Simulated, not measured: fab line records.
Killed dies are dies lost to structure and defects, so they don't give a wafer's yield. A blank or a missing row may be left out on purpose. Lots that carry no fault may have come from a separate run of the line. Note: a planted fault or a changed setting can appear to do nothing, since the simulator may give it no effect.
A lot that was struck, set against a sound lot | flow sky130 | 15 steps out of a route of 708
Sound: wafers L258.3, L258.5, L258.6. The struck wafers were L268.1, L268.2, L268.5. The cause is given at the end.
Each step with rows lists, per side, the tool, then ch with its chambers, then its first start. Under that, the readings that differ: sound wafers | struck wafers | difference of the means | sigmas: that difference in standard deviations of wafers without a fault.
alike: same words and numbers on both sides, and readings whose means sit less than 2 such deviations apart. not compared: any withheld reading, any reading some wafer has no value for, any bound like >300 that may hide the same value, and any number with overlapping values for which the record gives no deviation.
The two part at a step that has a row with sigmas, a row that says differs or no value, or rows on one side only. When numbers do not overlap yet have no deviation, they are printed without sigmas and do not part them. A reading missing from all wafers of one side parts the sides only when that side holds two or more wafers.

first, 5 steps without rows for these wafers: SKY_GATE_OXIDE_COAT_05 (resist thk 1140 nm); SKY_GATE_OXIDE_SOFTBAKE_06 (time 60 s); SKY_GATE_OXIDE_EXPOSE_07 (exposes mask LVOM, target cd 600 nm); SKY_GATE_OXIDE_PEB_08; SKY_GATE_OXIDE_DEVELOP_09 (develop time 60 s).
SKY_GATE_OXIDE_OVL_MEAS_10:
  sound on overlay-02, day 14 20:52; struck on overlay-02, day 18 07:37
  alike: GATE_OXIDE_OVL
then, 2 steps without rows for these wafers: SKY_GATE_OXIDE_IMPLANT_11; SKY_GATE_OXIDE_WET_ETCH_12 (etches SiO2 in dHF, target depth 16.8 nm, time 336 s).
SKY_GATE_OXIDE_STRIP_13: strips in O2/N2.
  sound on plasma asher-01 ch 0,1, day 14 21:11; struck on plasma asher-01 ch 0,1, day 18 07:54
  alike: drypump motor current A, n2 flow sccm, oes product au, strip time to endpoint s
  not compared: rf hours counter h
SKY_GATE_OXIDE_TW_MEAS_14:
  sound on film metro-04, day 14 21:16; struck on film metro-04, day 18 08:00
  alike: GATE_OXIDE_TW
then, 2 steps without rows for these wafers: SKY_GATE_OXIDE_CLEAN_15 (cleans in SC1/SC2, time 150 s); SKY_GATE_OXIDE_OXIDATION_16 (stabilise 600 s, purge 300 s, target thk 3.57 nm).
-- record jumps: 5 days separate the struck wafers' starts on either side; left off in module GATE_OXIDE, taken up again in module POLY_GATE, whose first shown step is the route's number 204 --
SKY_POLY_GATE_CVD_00: deposits poly-Si, target thk 180 nm, time 720 s.
  sound on lpcvd-01 ch 1, day 14 23:02; struck on lpcvd-01 ch 0, day 23 10:34
  alike: pressure mtorr
SKY_POLY_GATE_THK_MEAS_01:
  sound on film metro-02, day 15 00:15; struck on film metro-02, day 23 12:22
  alike: POLY_GATE_CVD_00_THK
-- record jumps: 30 days separate the struck wafers' starts on either side; left off in module POLY_GATE, taken up again in module PAD_OPEN, whose first shown step is the route's number 708 --
SKY_PAD_OPEN_PROBE_99:
  sound on prober-02, day 46 14:20; struck on prober-01, day 53 22:56
  reading                                   | sound             | struck            | difference | sigmas
  killed dies                               | 74 72 63          | 88 101 89         | +23        | +2
  killed short                              | 32 40 26          | 46 54 45          | +16        | +2
  model.etest.cap thick oxide.gate bv v (V) | 16 15.9 16.31     | 15.26 14.86 15.16 | -0.98      |
  model.etest.cap ono.gate bv v (V)         | 16.41 15.66 16.23 | 15.25 14.87 15.48 | -0.90      |
  model.etest.cap thin oxide.gate bv v (V)  | 6.949 7.151 6.967 | 6.7 6.538 6.598   | -0.4       |
  model.etest.sonos baked.vt v (V)          | 1.188 1.163 1.124 | 1.097 1.095 1.056 | -0.076     |
  alike: killed_at_M0_to_M3, killed_at_M4_up, killed at contacts, killed at front end, killed at other, killed on rim, killed open

== WHERE THEY PART ==
SKY_PAD_OPEN_PROBE_99 only, going by this record.

WHY: what the simulator had put in
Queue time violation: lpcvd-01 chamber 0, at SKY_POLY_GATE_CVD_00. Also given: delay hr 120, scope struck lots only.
